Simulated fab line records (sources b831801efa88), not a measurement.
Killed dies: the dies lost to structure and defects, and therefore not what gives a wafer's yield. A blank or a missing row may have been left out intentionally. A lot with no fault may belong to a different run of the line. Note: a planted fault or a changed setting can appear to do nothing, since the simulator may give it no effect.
Which of the tools did it? ; flow gf180mcu ; Sampling: 13 lots, 39 wafers, 5 of 602 route steps

## WHAT THE GAUGES READ, wafer by wafer
GF_DNWELL_TW_MEAS_09.
lot;measured;on;DNWELL_TW
L775;day 2 22:40;film-metro-02;1341 1338 1341
L777;day 3 11:14;film-metro-02;1346 1352 1344
L778;day 3 15:37;film-metro-03;1347 1339 1349
L780;day 4 04:07;film-metro-03;1355 1357 1354
L781;day 4 08:12;film-metro-03;1355 1359 1356
L782;day 4 14:36;film-metro-03;1363 1366 1360
L783;day 4 18:57;film-metro-02;1354 1345 1352
L784;day 4 22:42;film-metro-03;1348 1357 1358
L790;day 6 08:52;film-metro-03;1311 1314 1302
L792;day 6 19:32;film-metro-04;1303 1303 1305
L793;day 7 02:43;film-metro-04;1339 1345 1339
L796;day 7 15:46;film-metro-02;1345 1345 1349
L797;day 7 21:56;film-metro-02;1360 1366 1365

GF_MVSD_TW_MEAS_11.
lot;measured;on;MVSD_TW
L775;day 4 15:04;film-metro-01;1559 1556 1564
L777;day 5 03:37;film-metro-03;1595 1584 1586
L778;day 5 09:48;film-metro-04;1564 1566 1570
L780;day 6 00:02;film-metro-04;1574 1582 1570
L781;day 6 03:08;film-metro-03;1581 1576 1579
L782;day 6 10:24;film-metro-04;1575 1572 1567
L783;day 6 16:19;film-metro-03;1580 1575 1580
L784;day 6 20:56;film-metro-01;1571 1564 1573
L790;day 8 08:26;film-metro-03;1571 1578 1575
L792;day 8 20:28;film-metro-04;1574 1564 1564
L793;day 9 03:53;film-metro-01;1565 1555 1564
L796;day 9 16:10;film-metro-03;1574 1575 1582
L797;day 9 23:49;film-metro-01;1569 1562 1565

GF_DUAL_GATE_OVL_MEAS_11.
lot;measured;on;DUAL_GATE_OVL (nm)
L775;day 8 13:52;overlay-01;-0.6 -0.7 1.2
L777;day 9 08:28;overlay-01;0.1 1.7 0.4
L778;day 9 13:24;overlay-02;-0.2 -0.9 -0.2
L780;day 10 01:46;overlay-02;0.6 0.7 0.4
L781;day 10 07:10;overlay-01;-1.4 -1.1 -2.5
L782;day 10 17:15;overlay-02;-0.1 2.0 1.0
L783;day 11 05:19;overlay-02;3.8 3.2 4.3
L784;day 11 05:37;overlay-01;0.5 -1.8 -1.5
L790;day 12 22:55;overlay-02;0.1 -0.3 -0.3
L792;day 13 15:05;overlay-01;0.4 0.5 1.8
L793;day 13 20:06;overlay-01;-2.3 -2.6 -0.9
L796;day 14 13:28;overlay-01;-2.4 -1.3 -2.4
L797;day 14 23:16;overlay-01;-1.3 -0.9 -1.7

## WHICH TOOL RAN EACH LOT (tool, then ch and the chambers of the sampled wafers, then the start)
lot;GF_STI_ETCH_14;GF_DNWELL_IMPLANT_07
L775;rie-si-02 ch 2, day 2 05:59;implanter-04 ch 0, day 2 22:26
L777;rie-si-02 ch 1,2, day 2 16:16;implanter-02 ch 0, day 3 11:00
L778;rie-si-01 ch 0,2, day 2 21:35;implanter-04 ch 0, day 3 15:22
L780;rie-si-01 ch 0,2, day 3 09:27;implanter-01 ch 0, day 4 03:54
L781;rie-si-02 ch 0,2,3, day 3 13:59;implanter-02 ch 0, day 4 07:57
L782;rie-si-02 ch 1,3, day 3 20:06;implanter-01 ch 0, day 4 14:21
L783;rie-si-02 ch 0,2,3, day 4 00:20;implanter-02 ch 0, day 4 18:42
L784;rie-si-02 ch 0,1,2, day 4 04:52;implanter-04 ch 0, day 4 22:27
L790;rie-si-02 ch 0,1,3, day 5 13:09;implanter-01 ch 0, day 6 08:37
L792;rie-si-02 ch 2,3, day 5 23:28;implanter-01 ch 0, day 6 19:19
L793;rie-si-01 ch 1,2, day 6 03:15;implanter-04 ch 0, day 7 02:28
L796;rie-si-02 ch 0,1,3, day 6 19:18;implanter-02 ch 0, day 7 15:32
L797;rie-si-01 ch 1,2,3, day 7 01:20;implanter-04 ch 0, day 7 21:42
- GF_STI_ETCH_14: etches Si in HBr/Cl2/O2, target depth 360 nm, time 102.9 s.
- GF_DNWELL_IMPLANT_07

## AS READ BY THE TOOLS THEMSELVES (means over the sampled wafers that have a number; for cases with no such wafer, the mark the record gives instead)
GF_STI_ETCH_14.
lot;tool;HBr_flow_sccm (sccm);drypump-motor-current-A (A);oes-product-au (a.u.);throttle-valve-pct (%)
L775;rie-si-02;150.7;5.2;0.998;25.649
L777;rie-si-02;149.8;5.8;1.005;25.654
L778;rie-si-01;150.0;5.6;1.005;25.648
L780;rie-si-01;149.3;5.6;1.001;25.652
L781;rie-si-02;150.0;5.0;1.006;25.658
L782;rie-si-02;149.9;5.7;1.014;25.650
L783;rie-si-02;150.2;5.0;1.007;25.657
L784;rie-si-02;150.1;5.4;1.003;25.651
L790;rie-si-02;150.1;5.3;1.018;25.646
L792;rie-si-02;150.1;5.1;1.001;25.654
L793;rie-si-01;150.1;5.6;0.997;25.657
L796;rie-si-02;150.4;5.3;1.011;25.650
L797;rie-si-01;149.9;5.4;1.006;25.665

GF_DNWELL_IMPLANT_07.
lot;tool;dose-ions-cm2;faraday-current-uA
L775;implanter-04;1e+13;57.0
L777;implanter-02;1e+13;55.6
L778;implanter-04;1e+13;57.5
L780;implanter-01;1e+13;55.5
L781;implanter-02;1e+13;56.8
L782;implanter-01;1e+13;56.8
L783;implanter-02;1e+13;57.3
L784;implanter-04;1e+13;56.0
L790;implanter-01;9e+12;53.6
L792;implanter-01;9e+12;52.8
L793;implanter-04;1e+13;56.6
L796;implanter-02;1e+13;56.5
L797;implanter-04;1e+13;55.8

## THE ANSWER, worked out from the rows above alone
Rule: what is usual is taken from the lots themselves. Put in order of their means at a reading, lots are off if they are a third of the lots or fewer, leave a main group of 4 or more, and stand apart from it by a gap of 3 or more times the standard deviation of the main group's means; of several such gaps the widest counts. If all means in a main group match to the digits the tables above print for the reading, that group is not used. Also off: a lot with no number at a reading for which 4 or more lots have one. Any other lot the step has rows for is counted as sound. First the gauges in route order, then the tools' own readings, where a lot's mean is used as printed above. The first step at which some lot is off is used, and at that step the reading that is off furthest; a lot without a number counts as furthest.
Off: at GF_DNWELL_TW_MEAS_09 (DNWELL_TW), L790, L792. For the main group the mean is 1351 and the standard deviation 7.7.
A tool fits if, at a process step before that reading, it ran every lot that is off, and no sound lot after the first of them. Those tools and the gauges at GF_DNWELL_TW_MEAS_09 are tried in the same way. One fits: GF_DNWELL_IMPLANT_07 on implanter-01. Its last sound lot is L782 (day 4 14:21), its first lot that is off L790 (day 6 08:37): a fault that began between those two fits.
The tool's own readings at GF_DNWELL_IMPLANT_07 bear it out: on the lots that are off they differ by more than 5 times the standard deviation of the sound lots' means. dose-ions-cm2 reads 9e+12 there against 1e+13 on the sound lots; faraday-current-uA reads 53.2 there against 56.5 on the sound lots.

## WHAT THE SIMULATOR HAD INSERTED
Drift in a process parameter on implanter-01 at GF_DNWELL_IMPLANT_07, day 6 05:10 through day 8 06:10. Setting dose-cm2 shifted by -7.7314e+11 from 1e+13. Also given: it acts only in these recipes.
Shown lots that were struck: L790, L792. The rule above found the same.
